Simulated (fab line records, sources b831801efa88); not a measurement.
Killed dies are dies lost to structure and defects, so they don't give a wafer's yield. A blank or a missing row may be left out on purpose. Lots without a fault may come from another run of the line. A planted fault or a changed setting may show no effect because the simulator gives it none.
fab line records | flow gf180mcu
record lots=12 wafers=34 last_day=34
route steps=602 shown STI@14 M3@412 MIM@523 V5@566
lots that met no fault: from a run of the same line without faults
start_h: hours from the record's first day to the start of the lot's first wafer shown | wait_h: hours since the lot's step before | " the same as in the row above | L1.1+2: a row that stands for several wafers | - no value, or no start given | * or withheld: withheld | < > ~ a bound
route shown NAME@n: a module of which the file shows steps, and the number in the route of the first | usual: mean/standard deviation of fault-free wafers | same: alike in all rows | chamber/n: place in a boat | sites: the reading at each site | _std_site: their standard deviation | _edge_site: outer sites' mean less inner sites' | radius_mm: how far each site lies from the wafer's centre | mask NAME#n: copy n | behind: the tool/chamber that last shaped the wafer | hold: why the lot was held/for how many hours/how that ended | device: the transistor (n, p or np) that didn't switch | end of line: the same wafers' tests at the end of the route | a step without rows: its recipe alone | killed: dies lost to structure and defects at the first sort, not the wafer's yield | map: a wafer's dies, x killed, . not, _ none there
set.NAME: the setting as run; set.NAME@STEP: as run at that earlier step | model.NAME: the simulator's own value behind a step, which no gauge read
steps of the route over a sample of lots; a table a step, a row a wafer
services: from which hour (start_h, from the record's first day; less than 0 if before it) a tool's chamber was out of use, for how many hours, and why
## steps
# step GF_STI_ETCH_13
# recipe chemistry=CHF3/O2 stop_on=Si over_etch_frac=0.3 target_depth_a=2823.1 source_w=600 bias_w=200 pressure_mtorr=40 chf3_flow_sccm=50 O2_flow_sccm=5 time_s=112.9
# usual chf3_flow_sccm=49.97/0.14 drypump_motor_current_A=5.7/0.47 oes_product_au=0.836/0.0059 over_etch_frac=0.3/0 throttle_valve_pct=8.813/0.0089
# columns lot.wafer tool chamber start_h wait_h chf3_flow_sccm drypump_motor_current_A oes_product_au over_etch_frac rf_hours_counter_h throttle_valve_pct
L594.4 rie_diel-01 2 25.20 0.0 49.98 6.5 0.832 0.3 168 8.796
L594.5 " 3 " " 49.86 4.9 0.827 0.3 - 8.813
L594.6 " 0 " " 50.13 5.9 0.835 0.3 - 8.812
L595.3 rie_diel-01 0 29.79 0.1 49.92 5.9 0.834 0.3 4 8.824
L595.5 " 0 " " 49.89 5.9 0.841 0.3 - 8.810
L595.6 " 3 " " 49.75 4.9 0.834 0.3 - 8.816
L597.1 rie_diel-01 2 40.73 0.1 49.89 6.6 0.838 0.3 169 8.817
L597.2 " 3 " " 50.00 4.9 0.745 0.64449 114 8.788
L597.4 " 3 " " 50.21 4.9 0.836 0.3 - 8.823
L600.3 rie_diel-01 0 57.44 0.1 50.11 5.9 0.839 0.3 5 8.821
L600.6 " 0 " " 50.00 5.9 0.743 0.64449 - 8.776
L601.2 rie_diel-01 1 62.13 0.1 49.85 6.3 0.737 0.64449 135 8.778
L601.6 " 2 " " 50.19 6.6 0.743 0.64449 - 8.785
L609.2 rie_diel-02 0 105.18 0.1 50.15 6.1 0.835 0.3 21 8.809
L609.3 " 2 " " 49.96 5.8 0.845 0.3 90 8.822
L609.5 " 1 " " 49.92 5.4 0.832 0.3 - 8.811
L610.1 rie_diel-04 0 111.53 0.1 50.00 6.1 0.831 0.3 128 8.815
L610.2 " 2 " " 50.12 5.5 0.840 0.3 2 8.823
L610.5 " 3 " " 49.77 5.4 0.842 0.3 - 8.826
L611.2 rie_diel-04 0 113.38 0.1 49.99 6.1 0.836 0.3 128 8.818
L611.5 " 3 " " 49.95 5.4 0.836 0.3 - 8.829
L611.6 " 2 " " 49.89 5.5 0.842 0.3 - 8.816
L612.3 rie_diel-01 3 118.43 0.1 49.86 4.9 0.841 0.3 117 8.815
L612.4 " 1 " " 49.94 6.3 0.831 0.3 - 8.806
L612.6 " 3 " " 50.02 4.9 0.844 0.3 - 8.809
L614.2 rie_diel-04 3 130.38 0.1 49.84 5.4 0.822 0.3 90 8.815
L614.3 " 2 " " 50.12 5.5 0.821 0.3 2 8.804
L614.4 " 0 " " 50.28 6.1 0.833 0.3 129 8.799
L615.2 rie_diel-01 0 134.20 0.1 50.03 5.9 0.845 0.3 8 8.805
L615.3 " 2 " " 49.92 6.6 0.836 0.3 1 8.807
L615.6 " 3 " " 49.83 5.0 0.841 0.3 - 8.809
L616.4 rie_diel-01 1 138.63 0.0 49.84 6.3 0.834 0.3 137 8.819
L616.5 " 0 " " 49.96 5.9 0.837 0.3 - 8.820
L616.6 " 1 " " 49.61 6.3 0.830 0.3 - 8.819
# step GF_STI_STRIP_15
# recipe chemistry=O2/N2 power_w=1400 pressure_mtorr=1500 platen_temp_c=250 o2_flow_sccm=3000 n2_flow_sccm=300 overash_fraction=0.5
# usual drypump_motor_current_A=5.8/0.55 heater_power_w=353/38 oes_product_au=0.385/0.0048 platen_temp_c=249.97/0.18 strip_time_to_endpoint_s=3.77/0.059
# same overash_fraction=0.5
# columns lot.wafer tool chamber start_h wait_h drypump_motor_current_A heater_power_w oes_product_au platen_temp_c rf_hours_counter_h strip_time_to_endpoint_s
L594.4 plasma_asher-02 0 25.39 0.1 5.2 350 0.391 250.04 - 3.75
L594.5 " 1 " " 6.7 329 0.385 249.99 - 3.78
L594.6 " 0 " " 5.2 342 0.382 250.28 - 3.79
L595.3 plasma_asher-01 0 29.97 0.1 5.6 430 0.379 249.85 - 3.76
L595.5 " 0 " " 5.6 437 0.384 249.90 - 3.79
L595.6 " 1 " " 5.4 308 0.390 249.98 - 3.78
L597.1 plasma_asher-02 0 40.93 0.0 5.2 348 0.376 250.19 39 3.74
L597.2 " 1 " " 6.7 331 0.355 249.89 39 3.09
L597.4 " 1 " " 6.8 337 0.383 249.64 - 3.82
L600.3 plasma_asher-02 1 57.62 0.1 6.7 336 0.383 249.91 - 3.76
L600.6 " 1 " " 6.7 330 0.359 249.91 - 3.07
L601.2 plasma_asher-02 1 62.29 0.0 6.7 329 0.358 250.29 41 3.03
L601.6 " 0 " " 5.2 347 0.357 250.04 - 3.11
L609.2 plasma_asher-01 0 105.34 0.0 5.7 428 0.384 250.15 42 3.70
L609.3 " 1 " " 5.4 314 0.393 250.18 - 3.76
L609.5 " 1 " " 5.4 309 0.376 250.07 - 3.72
L610.1 plasma_asher-01 1 111.69 0.0 5.4 309 0.381 250.07 43 3.73
L610.2 " 0 " " 5.6 416 0.388 249.98 43 3.78
L610.5 " 0 " " 5.6 428 0.388 249.75 - 3.79
L611.2 plasma_asher-01 1 113.54 0.0 5.4 304 0.381 249.90 43 3.75
L611.5 " 1 " " 5.4 303 0.382 250.03 - 3.86
L611.6 " 0 " " 5.6 414 0.392 250.03 - 3.84
L612.3 plasma_asher-01 0 118.62 0.1 5.6 428 0.383 249.72 - 3.72
L612.4 " 1 " " 5.4 304 0.383 249.91 - 3.76
L612.6 " 0 " " 5.7 428 0.386 249.78 - 3.71
L614.2 plasma_asher-02 0 130.53 0.0 5.2 353 0.398 250.00 50 3.85
L614.3 " 1 " " 6.7 333 0.385 250.02 - 3.77
L614.4 " 0 " " 5.2 347 0.385 249.71 - 3.74
L615.2 plasma_asher-03 0 134.35 0.0 5.7 341 0.395 250.05 33 3.78
L615.3 " 0 " " 5.7 336 0.394 249.82 - 3.77
L615.6 " 1 " " 6.5 361 0.389 249.70 - 3.72
L616.4 plasma_asher-03 0 138.82 0.1 5.7 346 0.388 249.82 - 3.81
L616.5 " 1 " " 6.4 361 0.391 249.88 - 3.90
L616.6 " 0 " " 5.7 335 0.394 249.97 - 3.78
# step GF_M3_SPUTTER_03
# recipe material=Ti target_thk_nm=10 substrate_temp_c=300 chamber_pressure_pa=0.3 power_w=3000 time_s=6.7
# usual throttle_valve_pct=29.8/1.2
# columns lot.wafer tool chamber start_h wait_h throttle_valve_pct
L594.4 pvd_sputter-02 - 462.77 0.0 30.7
L594.5 " - " " 30.9
L594.6 " - " " 28.1
L595.3 pvd_sputter-01 - 468.49 0.0 29.5
L595.5 " - " " 29.9
L595.6 " - " " 29.2
L597.1 pvd_sputter-02 - 498.79 0.0 30.9
L597.2 " - " " 30.3
L597.4 " - " " 28.1
L600.3 pvd_sputter-02 - 519.82 0.0 30.8
L600.6 " - " " 30.9
L601.2 pvd_sputter-01 - 528.49 0.0 27.8
L601.6 " - " " 29.4
L609.2 pvd_sputter-01 - 594.24 0.0 27.8
L609.3 " - " " 29.8
L609.5 " - " " 29.3
L610.1 pvd_sputter-04 - 604.59 0.0 30.8
L610.2 " - " " 31.3
L610.5 " - " " 30.4
L611.2 pvd_sputter-02 - 604.94 0.0 29.2
L611.5 " - " " 27.9
L611.6 " - " " 29.4
L612.3 pvd_sputter-01 - 614.32 0.0 28.9
L612.4 " - " " 29.2
L612.6 " - " " 29.5
L614.2 pvd_sputter-02 - 631.84 0.0 30.9
L614.3 " - " " 29.2
L614.4 " - " " 28.1
L615.2 pvd_sputter-02 - 640.22 0.0 27.7
L615.3 " - " " 30.8
L615.6 " - " " 28.1
L616.4 pvd_sputter-02 - 643.79 0.0 30.8
L616.5 " - " " 27.9
L616.6 " - " " 30.5
# step GF_MIM_STRIP_20
# recipe chemistry=O2/N2 power_w=1400 pressure_mtorr=1500 platen_temp_c=250 o2_flow_sccm=3000 n2_flow_sccm=300 overash_fraction=0.5
# usual drypump_motor_current_A=5.5/0.45 heater_power_w=336/38 oes_product_au=0.691/0.0047 platen_temp_c=250.04/0.16 strip_time_to_endpoint_s=11.20/0.035
# same overash_fraction=0.5
# columns lot.wafer tool chamber start_h wait_h drypump_motor_current_A heater_power_w oes_product_au platen_temp_c rf_hours_counter_h strip_time_to_endpoint_s
L594.4 plasma_asher-01 0 581.88 0.1 5.6 401 0.687 249.99 - 11.21
L594.5 " 0 " " 5.6 394 0.689 250.01 - 11.17
L594.6 " 1 " " 5.4 294 0.697 250.01 - 11.22
L595.3 plasma_asher-01 0 588.88 0.1 5.6 390 0.692 250.25 - 11.21
L595.5 " 1 " " 5.4 304 0.695 250.17 - 11.20
L595.6 " 0 " " 5.6 400 0.695 250.22 - 11.21
L597.1 plasma_asher-03 1 615.87 0.0 6.4 358 0.689 250.06 83 11.26
L597.2 " 0 " " 5.7 336 0.692 250.26 83 11.23
L597.4 " 0 " " 5.7 333 0.689 250.13 - 11.19
L600.3 plasma_asher-04 0 633.97 0.1 4.7 333 0.691 249.90 - 11.17
L600.6 " 0 " " 4.7 337 0.692 250.10 - 11.16
L601.2 plasma_asher-01 0 640.85 0.1 5.6 393 0.691 249.70 23 11.18
L601.6 " 0 " " 5.6 396 0.693 250.05 - 11.22
L609.2 plasma_asher-04 0 699.02 0.0 4.7 332 0.683 250.09 61 11.16
L609.3 " 0 " " 4.7 332 0.693 250.13 - 11.14
L609.5 " 1 " " 5.7 297 0.687 249.87 - 11.20
L610.1 plasma_asher-04 1 707.73 0.0 5.7 294 0.695 250.34 62 11.20
L610.2 " 0 " " 4.7 332 0.694 249.99 62 11.18
L610.5 " 1 " " 5.7 296 0.693 249.97 - 11.21
L611.2 plasma_asher-03 1 709.23 0.0 6.4 352 0.691 249.89 87 11.23
L611.5 " 1 " " 6.4 355 0.693 249.89 - 11.24
L611.6 " 0 " " 5.7 339 0.700 250.16 - 11.24
L612.3 plasma_asher-04 0 717.01 0.1 4.7 336 0.685 250.00 - 11.16
L612.4 " 1 " " 5.7 290 0.695 249.92 - 11.17
L612.6 " 0 " " 4.7 334 0.692 249.99 - 11.21
L614.2 plasma_asher-01 1 733.02 0.0 5.4 301 0.689 249.75 33 11.21
L614.3 " 0 " " 5.6 405 0.695 249.87 - 11.16
L614.4 " 1 " " 5.4 303 0.693 249.73 - 11.30
L616.4 plasma_asher-01 1 742.35 0.1 5.4 297 0.691 250.05 - 11.20
L616.5 " 1 " " 5.4 298 0.690 249.99 - 11.21
L616.6 " 0 " " 5.6 390 0.688 250.19 - 11.13
L615.2 plasma_asher-04 1 742.93 0.0 5.7 290 0.697 249.91 66 11.22
L615.3 " 0 " " 4.7 323 0.686 250.09 - 11.24
L615.6 " 0 " " 4.7 322 0.688 249.96 - 11.16
# step GF_V5_CMP_26
# recipe stop_on=SiO2 down_force_psi=3.5 platen_rpm=60 t_overpolish_s=15 target_thk_nm=0 pad_velocity_m_s=0.94248
# usual edge_zone_pressure_frac=1.000/0.0053 motor_current_A=10.7/0.81 overpolish_run_s=15.001/0.0089 time_to_endpoint_s=85/4
# columns lot.wafer tool chamber start_h wait_h edge_zone_pressure_frac motor_current_A overpolish_run_s time_to_endpoint_s
L594.4 cmp-02 0 626.96 0.1 1.004 10.7 14.992 88
L594.6 " 3 " " 1.001 11.1 14.990 74
L594.5 " 0 " " 1.003 10.7 15.000 85
L595.3 cmp-02 3 633.85 0.1 0.983 11.0 15.003 82
L595.6 " 1 " " 0.998 11.6 15.014 84
L595.5 " 2 " " 1.005 10.7 14.997 91
L597.4 cmp-02 1 658.91 0.1 1.000 11.9 15.002 85
L597.2 " 2 " " 0.998 10.5 15.004 89
L597.1 " 3 " " 1.006 12.2 15.011 80
L600.3 cmp-01 0 675.85 0.0 1.005 10.2 15.006 84
L600.6 " 1 " " 1.003 10.9 15.001 92
L601.2 cmp-02 2 683.09 0.1 0.996 11.2 15.007 89
L601.6 " 1 " " 0.993 10.8 15.012 91
L609.2 cmp-01 2 737.89 0.0 1.006 11.7 14.989 82
L609.3 " 0 " " 1.003 10.8 15.001 87
L609.5 " 2 " " 0.997 11.7 15.004 79
L610.2 cmp-01 0 746.44 0.1 0.999 10.7 15.001 88
L610.1 " 3 " " 0.993 8.5 15.000 82
L610.5 " 0 " " 0.997 10.0 15.011 87
L611.2 cmp-01 2 747.92 0.4 0.998 11.5 15.009 80
L611.5 " 0 " " 0.994 10.3 15.008 85
L611.6 " 1 " " 1.010 11.1 15.003 86
L612.3 cmp-01 1 754.90 0.0 1.006 10.3 14.988 86
L612.4 " 0 " " 1.010 10.5 15.000 89
L612.6 " 1 " " 0.994 10.8 15.005 85
L614.2 cmp-01 1 769.88 0.3 0.997 10.5 15.006 95
L614.3 " 2 " " 0.992 11.7 14.998 90
L614.4 " 3 " " 0.992 9.0 14.991 83
L616.4 cmp-02 3 778.11 0.1 0.998 11.2 15.010 83
L616.5 " 2 " " 1.004 11.0 15.007 89
L616.6 " 3 " " 0.999 11.2 14.991 78
L615.2 cmp-02 2 778.89 0.0 0.999 10.6 15.005 89
L615.3 " 1 " " 0.998 10.9 15.008 85
L615.6 " 2 " " 1.003 10.5 15.007 89
## services
# columns tool chamber start_h hours kind
rie_diel-01 - 11.92 2.8 pm
rie_diel-01 0 33.07 9.5 repair
rie_diel-01 1 36.04 26.0 repair
pvd_sputter-02 - 52.30 0.9 repair
plasma_asher-01 - 52.69 14.6 pm
rie_diel-01 - 90.56 0.5 repair
pvd_sputter-02 - 139.15 2.8 repair
rie_diel-01 - 173.79 1.0 repair
rie_diel-01 2 228.13 9.5 repair
pvd_sputter-02 - 279.21 5.1 repair
rie_diel-01 3 291.64 9.8 repair
rie_diel-01 1 293.97 13.6 repair
plasma_asher-01 - 299.53 1.9 repair
rie_diel-01 - 343.09 0.9 repair
plasma_asher-01 - 392.76 2.8 pm
plasma_asher-01 - 421.25 9.0 pm
rie_diel-01 0 582.66 35.5 repair
plasma_asher-01 - 633.00 1.7 repair
plasma_asher-01 - 702.85 0.6 repair
rie_diel-01 2 719.60 10.0 repair
rie_diel-01 - 745.67 0.2 repair
rie_diel-01 - 753.41 0.5 repair
rie_diel-01 0 754.96 3.0 repair
rie_diel-01 - 761.14 0.7 repair
## key
first_sign step=GF_STI_ETCH_13 reading=over_etch_frac direction=up sigmas=99+ usual=0.3 struck=0.64449
effect step=GF_STI_ETCH_13 reading=oes_product_au direction=down sigmas=16 usual=0.836 struck=0.742
effect step=GF_STI_STRIP_15 reading=strip_time_to_endpoint_s direction=down sigmas=12 usual=* struck=*
met_at GF_STI_ETCH_13
struck_lots L597,L600,L601
struck_wafers L597.2,L600.6,L601.2,L601.6
tester_left_out L597,L600,L601
not_acting_at GF_M3_SPUTTER_03,GF_MIM_STRIP_20,GF_V5_CMP_26
onset_between 29.79 40.73
fault kind=process_parameter_drift tool=rie_diel-01 chamber=- onset_h=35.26 steps=GF_STI_ETCH_13 channel=over_etch_frac offset=0.34449 shape=step end_h=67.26 scope=struck_wafers_only stated=0.3
# tester_left_out: of these lots the tester's yield and bins aren't shown, on N5 and GAA mostly nor the transistor test; their killed dies are dies lost to structure and defects alone, not to doping, threshold or leakage, so they don't give the yield
